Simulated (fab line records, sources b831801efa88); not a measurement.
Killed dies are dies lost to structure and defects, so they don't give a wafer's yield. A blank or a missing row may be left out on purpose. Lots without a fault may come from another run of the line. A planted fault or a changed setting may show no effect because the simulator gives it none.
A struck lot beside a sound one | flow sfq_line | 29 steps out of a route of 325
Sound: wafers L160.3, L160.4, L160.6. Struck: wafers L155.3, L155.4, L155.6. The cause comes at the end.
At each step with rows: each side's tool, then ch and its chambers, then its first start. Under that, the readings that differ: sound wafers | struck wafers | difference of the means | sigmas: that difference in standard deviations of wafers without a fault.
alike: readings whose means differ by less than 2 such deviations, and words and numbers that are the same on both sides. not compared: withheld readings, readings that some wafer has no value for, bounds like >300 that may hide the same value, and numbers for which the record gives no deviation and whose values overlap.
The two part at a step that has a row with sigmas, a row that says differs or no value, or rows on one side only. Numbers that don't overlap but have no deviation are shown without sigmas and don't part them. A reading that every wafer of one side lacks parts them only if that side has two wafers or more.

first, 2 steps without rows for these wafers: SFQ_TRILAYER_I0_VIA_STRIP_SOLV_CLEAN_036 (cleans in NMP, time 600 s); SFQ_TRILAYER_M1_DEP_PRE_CLEAN_038 (time 22.5 s).
SFQ_TRILAYER_M1_DEP_SPUTTER_037: material Nb, target thk 200 nm, time 133.3 s.
  sound on pvd_sputter-06, day 24 06:25; struck on pvd_sputter-06, day 22 02:19
  alike: substrate_temp_c, throttle_valve_pct
SFQ_M1_RS_MEAS_909: measures by four-point-probe.
  sound on film_metro-02, day 24 06:33; struck on film_metro-02, day 22 02:27
  alike: M1_NB_RS
then, 6 steps without rows for these wafers: SFQ_TRILAYER_M1_LITHO_COAT_044 (resist thk 62 nm); SFQ_TRILAYER_M1_LITHO_COAT_039 (resist thk 600 nm); SFQ_TRILAYER_M1_LITHO_SOFTBAKE_043; SFQ_TRILAYER_M1_LITHO_EXPOSE_040 (exposes mask M1, target cd 500 nm); SFQ_TRILAYER_M1_LITHO_PEB_042 (peb time 60 s); SFQ_TRILAYER_M1_LITHO_DEVELOP_041 (time 60 s).
-- the record jumps here: 7 days lie between the struck wafers' starts before and after --
SFQ_M1_OVL_MEAS_911:
  sound on overlay-02, day 30 18:59; struck on overlay-01, day 28 20:29
  alike: M1_OVL
SFQ_TRILAYER_M1_BARC_OPEN_METAL_ETCH_054: etches BARC in O2, target depth 125 nm, time 41.7 s.
  sound on rie_metal-02 ch 0,1, day 30 19:02; struck on rie_metal-03 ch 0,1, day 28 20:32
  no value came back on the struck wafers for bias_w (W), chamber_pressure_mTorr (mTorr), drypump_motor_current_A (A), oes_product_au (a.u.); on the sound wafers bias_w (W) reads 79.80 80.21 80.25
  reading                                             | sound           | struck          | difference | sigmas
  model.KrF_of_TRILAYER_M1_LITHO_COAT_039.thk_nm (nm) | 523.8 524.2 522 | 576.7 575 577.8 | +53.2      |
  not compared: rf_hours_counter_h
SFQ_TRILAYER_M1_ETCH_METAL_ETCH_042: etches Nb in Cl2/Ar, stops on SiO2, target depth 240 nm, time 120 s.
  sound on rie_metal-02 ch 0,1, day 30 19:07; struck on rie_metal-03 ch 0,1, day 28 20:37
  reading                                             | sound             | struck            | difference | sigmas
  drypump_motor_current_A (A)                         | 5.4 5.1 5.1       | 6.4 6.0 6.0       | +0.9       | +2
  oes_product_au (a.u.)                               | 0.903 0.883 0.898 | 0.381 0.379 0.372 | -0.517     | -66
  model.KrF_of_TRILAYER_M1_LITHO_COAT_039.thk_nm (nm) | 385.6 384.2 381.7 | 433.3 429.9 433.6 | +48.4      |
  alike: bias_w, chamber_pressure_mTorr
  not compared: rf_hours_counter_h
SFQ_TRILAYER_M1_STRIP_STRIP_043: strips in O2.
  sound on rie_metal-02 ch 0,1, day 30 19:23; struck on rie_metal-03 ch 0,1, day 28 20:54
  reading                     | sound       | struck      | difference | sigmas
  drypump_motor_current_A (A) | 5.4 5.1 5.1 | 6.4 6.0 6.0 | +0.9       | +2
  alike: oes_product_au
  not compared: rf_hours_counter_h
then, 1 step without rows for these wafers: SFQ_TRILAYER_M1_STRIP_SOLV_CLEAN_044 (cleans in NMP, time 600 s).
SFQ_TRILAYER_I1_DEP_PECVD_045: deposits SiO2 from SiH4/N2O, time 111.11 s, target thk 500 nm.
  sound on pecvd-02 ch 1,2, day 30 19:58; struck on pecvd-02 ch 1,2, day 28 21:28
  alike: heater_power_outer_w, heater_power_w, throttle_valve_pct
  not compared: since_wet_clean_h
then, 1 step without rows for these wafers: SFQ_TRILAYER_I1_CMP_CMP_046 (polishes SiO2).
SFQ_I1_BOW_MEAS_912:
  sound on film_metro-02, day 31 01:05; struck on film_metro-02, day 29 00:35
  alike: I1_BOW
SFQ_TRILAYER_I1_METRO_MEASURE_047:
  sound on film_metro-02, day 31 01:34; struck on film_metro-02, day 29 01:04
  alike: thk_nm
then, 3 steps without rows for these wafers: SFQ_TRILAYER_I1_VIA_LITHO_COAT_054 (resist thk 62 nm); SFQ_TRILAYER_I1_VIA_LITHO_COAT_049 (resist thk 650 nm); SFQ_TRILAYER_I1_VIA_LITHO_SOFTBAKE_053.
-- the record jumps here: 5 days lie between the struck wafers' starts before and after --
SFQ_TRILAYER_I1_VIA_LITHO_EXPOSE_050: exposes mask I1, target cd 500 nm.
  sound on krf_scanner-01 ch 0, day 36 04:46; struck on krf_scanner-01, day 34 04:46
  no value came back on the struck wafers for exposure_dose_mJ_cm2, focus_offset_nm (nm), sigma_outer; on the sound wafers exposure_dose_mJ_cm2 reads 21.716 21.721 21.718
  alike: mask
then, 2 steps without rows for these wafers: SFQ_TRILAYER_I1_VIA_LITHO_PEB_052 (peb time 60 s); SFQ_TRILAYER_I1_VIA_LITHO_DEVELOP_051 (time 60 s).
SFQ_I1_OVL_MEAS_913:
  sound on overlay-01, day 36 05:58; struck on overlay-02, day 34 05:53
  reading     | sound | struck | difference                    | sigmas
  I1_OVL (nm) | 6 3 2 | - - -  | no value on the struck wafers |
then, 1 step without rows for these wafers: SFQ_TRILAYER_I1_VIA_BARC_OPEN_VIA_ETCH_071 (etches BARC in O2, target depth 125 nm, time 41.7 s).
SFQ_TRILAYER_I1_VIA_ETCH_VIA_ETCH_052: etches SiO2 in CHF3, stops on Nb, target depth 260 nm.
  sound on rie_diel-03 ch 1,2,3, day 36 06:02; struck on rie_diel-03 ch 0,1,3, day 34 05:57
  reading               | sound             | struck            | difference | sigmas
  oes_product_au (a.u.) | 0.849 0.856 0.859 | 0.372 0.373 0.373 | -0.482     | -95
  alike: bias_w, chamber_pressure_mTorr, drypump_motor_current_A
  not compared: model.I1.cd_nm
SFQ_TRILAYER_I1_VIA_STRIP_STRIP_053: strips in O2.
  sound on rie_metal-03 ch 0,1, day 36 06:21; struck on rie_metal-03 ch 0,1, day 34 06:16
  alike: drypump_motor_current_A, oes_product_au
  not compared: rf_hours_counter_h

WHERE THEY PART
First at SFQ_TRILAYER_M1_BARC_OPEN_METAL_ETCH_054; last, within this record, at SFQ_TRILAYER_I1_VIA_ETCH_VIA_ETCH_052. Later steps at which nothing parts them and some readings are alike: SFQ_TRILAYER_I1_VIA_STRIP_STRIP_053.

WHY: what the simulator had put in
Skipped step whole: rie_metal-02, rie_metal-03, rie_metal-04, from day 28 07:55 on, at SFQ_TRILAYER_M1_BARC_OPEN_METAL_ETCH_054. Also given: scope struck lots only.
